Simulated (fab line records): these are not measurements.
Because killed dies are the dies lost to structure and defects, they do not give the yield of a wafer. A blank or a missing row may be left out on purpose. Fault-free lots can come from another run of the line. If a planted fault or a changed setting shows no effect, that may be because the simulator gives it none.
Problem report in the 8D (eight disciplines) form, filled by code | flow sky130 | the parts of the form that need people (team, actions taken, sign-off) are left out

## 1. THE ISSUE
run-length-s at SKY_RES_PROTECT_SOFTBAKE_03 reads a mean of 92.79 s on 6 wafers of 2 lots; wafers without a fault read 89.33 s with a standard deviation of 0.26. That is +13 standard deviations from the usual mean.
The step: time 60 s.
The first sign was on wafer L575.1 at day 18 23:49, on litho-track-04. The record has a number at this step for 42 wafers belonging to 14 lots. The rule behind "out" and "out of limits": a value lying over 4 standard deviations away from the usual mean. The rest of the wafers with a number are treated as sound.

## 2. WHAT IT IS, AND WHAT IT ISN'T
question                    | is                     | is not
which readings at this step | run-length-s           | -
which lots                  | L575, L576             | L563, L566, L567, L568, L569, L570, L572, L574, L577, L584, L585, L586
which wafers of those lots  | all that have a number | -
read on which tools         | litho-track-04         | litho-track-01, litho-track-03
when                        | from day 18 23:49      | up to then (24 sound wafers); but 12 sound wafers of L577, L584, L585, L586 came after

## 3. WHAT RULES OUT EACH SUSPECT
Counting: a tool at a process step up to the reading stays a suspect if it ran every lot that is out and no sound lot after the first of them.
- litho-track-04 at SKY_RES_PROTECT_SOFTBAKE_03 (time 60 s): ruled out as a lasting fault. The sound lots L584, L586 went through it after L575, its earliest lot that is out (day 18 23:49).
Left after counting: nothing in the record.

## 4. THE CAUSE (what the simulator had put in)
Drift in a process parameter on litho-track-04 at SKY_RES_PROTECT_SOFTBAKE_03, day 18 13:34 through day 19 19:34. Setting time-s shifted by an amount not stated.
Counting ruled it out, wrongly.

## 5. THE EFFECT CHAIN, in route order
Each row: a reading whose mean over the struck wafers that have a number lies more than 3 standard deviations from the usual. Only readings for which the record gives a usual standard deviation are gone through. hours: the time from each lot's start at the first step in this table that gives one to its start at this step, as a median over the lots. sigmas: the change in usual standard deviations.
hours | step                        | reading      | usual   | on struck wafers | change | sigmas
0     | SKY_RES_PROTECT_SOFTBAKE_03 | run-length-s | 89.33 s | 92.79            | +3.46  | +13
Process steps it contains:
- SKY_RES_PROTECT_SOFTBAKE_03: time 60 s.
Later measuring or inspecting steps at which every struck wafer that the step has a row for has a number for every such reading, and none has moved that far: SKY_POLY_GATE_CD_MEAS_13, SKY_LDD_P_OVL_MEAS_08.

## 6. HOW IT WOULD HAVE BEEN CAUGHT EARLIER
10 hours passed between the start of the fault at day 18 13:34 and the first reading out of limits in this record, taken at day 18 23:49.
